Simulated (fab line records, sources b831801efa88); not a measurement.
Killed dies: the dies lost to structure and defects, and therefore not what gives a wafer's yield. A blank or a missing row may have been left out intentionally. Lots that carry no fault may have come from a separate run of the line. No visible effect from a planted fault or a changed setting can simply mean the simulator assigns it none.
What tool caused it? || flow gf180mcu || 12 lots, 36 wafers sampled, at 5 steps of a route of 602

== WHAT THE GAUGES READ, wafer by wafer ==
GF_V5_RS_MEAS_24: measures by four-point-probe.
{"lot": "L680", "measured": "day 26 16:40", "on": "film metro-04", "V5_W_RS (ohm/sq)": "0.328 0.330 0.327"}
{"lot": "L682", "measured": "day 27 11:32", "on": "film metro-01", "V5_W_RS (ohm/sq)": "0.320 0.326 0.328"}
{"lot": "L683", "measured": "day 28 01:47", "on": "film metro-04", "V5_W_RS (ohm/sq)": "0.322 0.329 0.322"}
{"lot": "L685", "measured": "day 28 20:32", "on": "film metro-02", "V5_W_RS (ohm/sq)": "0.318 0.321 0.321"}
{"lot": "L684", "measured": "day 28 21:01", "on": "film metro-02", "V5_W_RS (ohm/sq)": "0.326 0.321 0.329"}
{"lot": "L686", "measured": "day 29 07:39", "on": "film metro-02", "V5_W_RS (ohm/sq)": "0.331 0.322 0.331"}
{"lot": "L689", "measured": "day 30 11:01", "on": "film metro-04", "V5_W_RS (ohm/sq)": "0.322 0.328 0.323"}
{"lot": "L690", "measured": "day 30 17:58", "on": "film metro-01", "V5_W_RS (ohm/sq)": "0.327 0.325 0.319"}
{"lot": "L694", "measured": "day 31 11:20", "on": "film metro-02", "V5_W_RS (ohm/sq)": "0.326 0.322 0.331"}
{"lot": "L697", "measured": "day 32 06:16", "on": "film metro-04", "V5_W_RS (ohm/sq)": "0.330 0.323 0.323"}
{"lot": "L701", "measured": "day 32 21:28", "on": "film metro-01", "V5_W_RS (ohm/sq)": "0.324 0.322 0.322"}
{"lot": "L703", "measured": "day 33 10:32", "on": "film metro-02", "V5_W_RS (ohm/sq)": "0.324 0.324 0.326"}

GF_PASSIVATION_THK_MEAS_01.
{"lot": "L680", "measured": "day 27 14:46", "on": "film metro-03", "PASSIVATION_CVD_00_THK (nm)": "1025 1020 1031"}
{"lot": "L682", "measured": "day 28 08:29", "on": "film metro-03", "PASSIVATION_CVD_00_THK (nm)": "1022 1024 1046"}
{"lot": "L683", "measured": "day 28 21:52", "on": "film metro-02", "PASSIVATION_CVD_00_THK (nm)": "1018 1031 1044"}
{"lot": "L685", "measured": "day 29 16:42", "on": "film metro-02", "PASSIVATION_CVD_00_THK (nm)": "1032 1017 1021"}
{"lot": "L684", "measured": "day 29 17:42", "on": "film metro-01", "PASSIVATION_CVD_00_THK (nm)": "1030 1012 1047"}
{"lot": "L686", "measured": "day 30 04:31", "on": "film metro-02", "PASSIVATION_CVD_00_THK (nm)": "1028 1015 1048"}
{"lot": "L689", "measured": "day 31 06:23", "on": "film metro-03", "PASSIVATION_CVD_00_THK (nm)": "1021 1026 1042"}
{"lot": "L690", "measured": "day 31 13:19", "on": "film metro-02", "PASSIVATION_CVD_00_THK (nm)": "950 1024 974"}
{"lot": "L694", "measured": "day 32 05:52", "on": "film metro-02", "PASSIVATION_CVD_00_THK (nm)": "1025 1024 1038"}
{"lot": "L697", "measured": "day 33 00:57", "on": "film metro-03", "PASSIVATION_CVD_00_THK (nm)": "1003 1033 1021"}
{"lot": "L701", "measured": "day 33 14:46", "on": "film metro-02", "PASSIVATION_CVD_00_THK (nm)": "1009 1019 1023"}
{"lot": "L703", "measured": "day 34 03:19", "on": "film metro-02", "PASSIVATION_CVD_00_THK (nm)": "1015 1018 1011"}

== WHICH TOOL RAN EACH LOT (tool, then ch and the chambers of the sampled wafers, then the start) ==
{"lot": "L680", "GF_V5_ETCH_16": "rie diel-01 ch 0,2, day 26 15:44", "GF_TOP_METAL_SPUTTER_01": "pvd sputter-02, day 26 17:14", "GF_PASSIVATION_CVD_00": "pecvd-04 ch 0,2, day 27 14:41"}
{"lot": "L682", "GF_V5_ETCH_16": "rie diel-04 ch 0,2, day 27 10:36", "GF_TOP_METAL_SPUTTER_01": "pvd sputter-01, day 27 12:07", "GF_PASSIVATION_CVD_00": "pecvd-01 ch 1,2, day 28 08:23"}
{"lot": "L683", "GF_V5_ETCH_16": "rie diel-01 ch 0,1,2, day 28 00:45", "GF_TOP_METAL_SPUTTER_01": "pvd sputter-03, day 28 02:20", "GF_PASSIVATION_CVD_00": "pecvd-01 ch 1,2, day 28 21:44"}
{"lot": "L685", "GF_V5_ETCH_16": "rie diel-04 ch 0,1,3, day 28 19:36", "GF_TOP_METAL_SPUTTER_01": "pvd sputter-03, day 28 21:19", "GF_PASSIVATION_CVD_00": "pecvd-04 ch 0,1,2, day 29 16:37"}
{"lot": "L684", "GF_V5_ETCH_16": "rie diel-04 ch 0,1,2, day 28 20:02", "GF_TOP_METAL_SPUTTER_01": "pvd sputter-02, day 28 22:13", "GF_PASSIVATION_CVD_00": "pecvd-01 ch 1,2, day 29 17:35"}
{"lot": "L686", "GF_V5_ETCH_16": "rie diel-04 ch 0,3, day 29 06:46", "GF_TOP_METAL_SPUTTER_01": "pvd sputter-01, day 29 08:14", "GF_PASSIVATION_CVD_00": "pecvd-04 ch 0,2, day 30 04:26"}
{"lot": "L689", "GF_V5_ETCH_16": "rie diel-02 ch 0,1,2, day 30 10:06", "GF_TOP_METAL_SPUTTER_01": "pvd sputter-02, day 30 11:35", "GF_PASSIVATION_CVD_00": "pecvd-03 ch 0,2, day 31 06:18"}
{"lot": "L690", "GF_V5_ETCH_16": "rie diel-04 ch 0,1, day 30 17:04", "GF_TOP_METAL_SPUTTER_01": "pvd sputter-03, day 30 18:32", "GF_PASSIVATION_CVD_00": "pecvd-04 ch 0,2, day 31 13:14"}
{"lot": "L694", "GF_V5_ETCH_16": "rie diel-04 ch 1,2,3, day 31 10:26", "GF_TOP_METAL_SPUTTER_01": "pvd sputter-01, day 31 11:55", "GF_PASSIVATION_CVD_00": "pecvd-03 ch 0,2, day 32 05:47"}
{"lot": "L697", "GF_V5_ETCH_16": "rie diel-02 ch 1,2,3, day 32 05:21", "GF_TOP_METAL_SPUTTER_01": "pvd sputter-03, day 32 06:50", "GF_PASSIVATION_CVD_00": "pecvd-03 ch 0,1,2, day 33 00:52"}
{"lot": "L701", "GF_V5_ETCH_16": "rie diel-02 ch 0,1,3, day 32 20:33", "GF_TOP_METAL_SPUTTER_01": "pvd sputter-03, day 32 22:02", "GF_PASSIVATION_CVD_00": "pecvd-03 ch 0,1,2, day 33 14:41"}
{"lot": "L703", "GF_V5_ETCH_16": "rie diel-04 ch 0,3, day 33 09:38", "GF_TOP_METAL_SPUTTER_01": "pvd sputter-01, day 33 11:07", "GF_PASSIVATION_CVD_00": "pecvd-01 ch 0,1,2, day 34 03:14"}
- GF_V5_ETCH_16: etches BARC in N2/H2.
- GF_TOP_METAL_SPUTTER_01: material TiN, target thk 30 nm, time 25 s.
- GF_PASSIVATION_CVD_00: deposits SiO2 from TEOS, target thk 1000 nm, time 114.9 s.

== AS READ BY THE TOOLS THEMSELVES (means over the sampled wafers that have a number; for cases with no such wafer, the mark the record gives instead) ==
GF_V5_ETCH_16.
{"lot": "L680", "tool": "rie diel-01", "drypump motor current A (A)": 5.6, "oes product au (a.u.)": 0.853, "rf fwd power W (W)": 496.7, "throttle valve pct (%)": 13.224}
{"lot": "L682", "tool": "rie diel-04", "drypump motor current A (A)": 5.8, "oes product au (a.u.)": 0.855, "rf fwd power W (W)": 493.2, "throttle valve pct (%)": 13.217}
{"lot": "L683", "tool": "rie diel-01", "drypump motor current A (A)": 5.8, "oes product au (a.u.)": 0.853, "rf fwd power W (W)": 496.5, "throttle valve pct (%)": 13.229}
{"lot": "L685", "tool": "rie diel-04", "drypump motor current A (A)": 6.0, "oes product au (a.u.)": 0.852, "rf fwd power W (W)": 495.0, "throttle valve pct (%)": 13.227}
{"lot": "L684", "tool": "rie diel-04", "drypump motor current A (A)": 5.8, "oes product au (a.u.)": 0.853, "rf fwd power W (W)": 492.8, "throttle valve pct (%)": 13.228}
{"lot": "L686", "tool": "rie diel-04", "drypump motor current A (A)": 6.1, "oes product au (a.u.)": 0.851, "rf fwd power W (W)": 496.6, "throttle valve pct (%)": 13.221}
{"lot": "L689", "tool": "rie diel-02", "drypump motor current A (A)": 5.6, "oes product au (a.u.)": 0.857, "rf fwd power W (W)": 494.3, "throttle valve pct (%)": 13.235}
{"lot": "L690", "tool": "rie diel-04", "drypump motor current A (A)": 5.8, "oes product au (a.u.)": 0.853, "rf fwd power W (W)": 494.8, "throttle valve pct (%)": 13.221}
{"lot": "L694", "tool": "rie diel-04", "drypump motor current A (A)": 5.8, "oes product au (a.u.)": 0.850, "rf fwd power W (W)": 495.3, "throttle valve pct (%)": 13.227}
{"lot": "L697", "tool": "rie diel-02", "drypump motor current A (A)": 5.7, "oes product au (a.u.)": 0.853, "rf fwd power W (W)": 495.8, "throttle valve pct (%)": 13.222}
{"lot": "L701", "tool": "rie diel-02", "drypump motor current A (A)": 5.5, "oes product au (a.u.)": 0.854, "rf fwd power W (W)": 493.8, "throttle valve pct (%)": 13.224}
{"lot": "L703", "tool": "rie diel-04", "drypump motor current A (A)": 6.1, "oes product au (a.u.)": 0.856, "rf fwd power W (W)": 494.5, "throttle valve pct (%)": 13.229}

GF_TOP_METAL_SPUTTER_01.
{"lot": "L680", "tool": "pvd sputter-02", "throttle valve pct (%)": 30.2}
{"lot": "L682", "tool": "pvd sputter-01", "throttle valve pct (%)": 29.9}
{"lot": "L683", "tool": "pvd sputter-03", "throttle valve pct (%)": 29.7}
{"lot": "L685", "tool": "pvd sputter-03", "throttle valve pct (%)": 29.8}
{"lot": "L684", "tool": "pvd sputter-02", "throttle valve pct (%)": 31.1}
{"lot": "L686", "tool": "pvd sputter-01", "throttle valve pct (%)": 30.3}
{"lot": "L689", "tool": "pvd sputter-02", "throttle valve pct (%)": 31.0}
{"lot": "L690", "tool": "pvd sputter-03", "throttle valve pct (%)": 30.9}
{"lot": "L694", "tool": "pvd sputter-01", "throttle valve pct (%)": 30.0}
{"lot": "L697", "tool": "pvd sputter-03", "throttle valve pct (%)": 30.6}
{"lot": "L701", "tool": "pvd sputter-03", "throttle valve pct (%)": 30.5}
{"lot": "L703", "tool": "pvd sputter-01", "throttle valve pct (%)": 29.2}

GF_PASSIVATION_CVD_00.
{"lot": "L680", "tool": "pecvd-04", "heater power outer w (W)": 296, "heater power w (W)": 593}
{"lot": "L682", "tool": "pecvd-01", "heater power outer w (W)": 367, "heater power w (W)": 651}
{"lot": "L683", "tool": "pecvd-01", "heater power outer w (W)": 386, "heater power w (W)": 638}
{"lot": "L685", "tool": "pecvd-04", "heater power outer w (W)": 340, "heater power w (W)": 609}
{"lot": "L684", "tool": "pecvd-01", "heater power outer w (W)": 355, "heater power w (W)": 591}
{"lot": "L686", "tool": "pecvd-04", "heater power outer w (W)": 316, "heater power w (W)": 616}
{"lot": "L689", "tool": "pecvd-03", "heater power outer w (W)": 489, "heater power w (W)": 814}
{"lot": "L690", "tool": "pecvd-04", "heater power outer w (W)": 363, "heater power w (W)": 697}
{"lot": "L694", "tool": "pecvd-03", "heater power outer w (W)": 410, "heater power w (W)": 694}
{"lot": "L697", "tool": "pecvd-03", "heater power outer w (W)": 408, "heater power w (W)": 694}
{"lot": "L701", "tool": "pecvd-03", "heater power outer w (W)": 412, "heater power w (W)": 710}
{"lot": "L703", "tool": "pecvd-01", "heater power outer w (W)": 370, "heater power w (W)": 660}

== THE ANSWER, worked out from the rows above alone ==
Rule: what is usual is taken from the lots themselves. Put in order of their means at a reading, lots are off if they are a third of the lots or fewer, leave a main group of 4 or more, and stand apart from it by a gap of 3 or more times the standard deviation of the main group's means; of several such gaps the widest counts. A main group whose means are all the same, to the digits that the tables above print for the reading, isn't used. Also off: a lot with no number at a reading for which 4 or more lots have one. Any other lot the step has rows for is counted as sound. Order of review: gauges by route order, followed by the tools' own readings, for which a lot's mean as printed above is used. The first step at which some lot is off is used, and at that step the reading that is off furthest; a lot without a number counts as furthest.
Off: at GF_PASSIVATION_THK_MEAS_01 (PASSIVATION_CVD_00_THK), L690. The main group has a mean of 1025 nm with a standard deviation of 5.8.
If a tool, at a process step before that reading, ran all the lots that are off and no sound lot after the first of them, it fits. Gauges at GF_PASSIVATION_THK_MEAS_01: tried the same way as those tools. One candidate fits, namely pecvd-04 at GF_PASSIVATION_CVD_00. A fault onset in the window from L686 (day 30 04:26, its last sound lot) to L690 (day 31 13:14, its first lot off) fits.

== WHAT HAD BEEN PUT IN BY THE SIMULATOR ==
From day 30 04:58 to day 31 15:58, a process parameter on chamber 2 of pecvd-04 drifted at GF_PASSIVATION_CVD_00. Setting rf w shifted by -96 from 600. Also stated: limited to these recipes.
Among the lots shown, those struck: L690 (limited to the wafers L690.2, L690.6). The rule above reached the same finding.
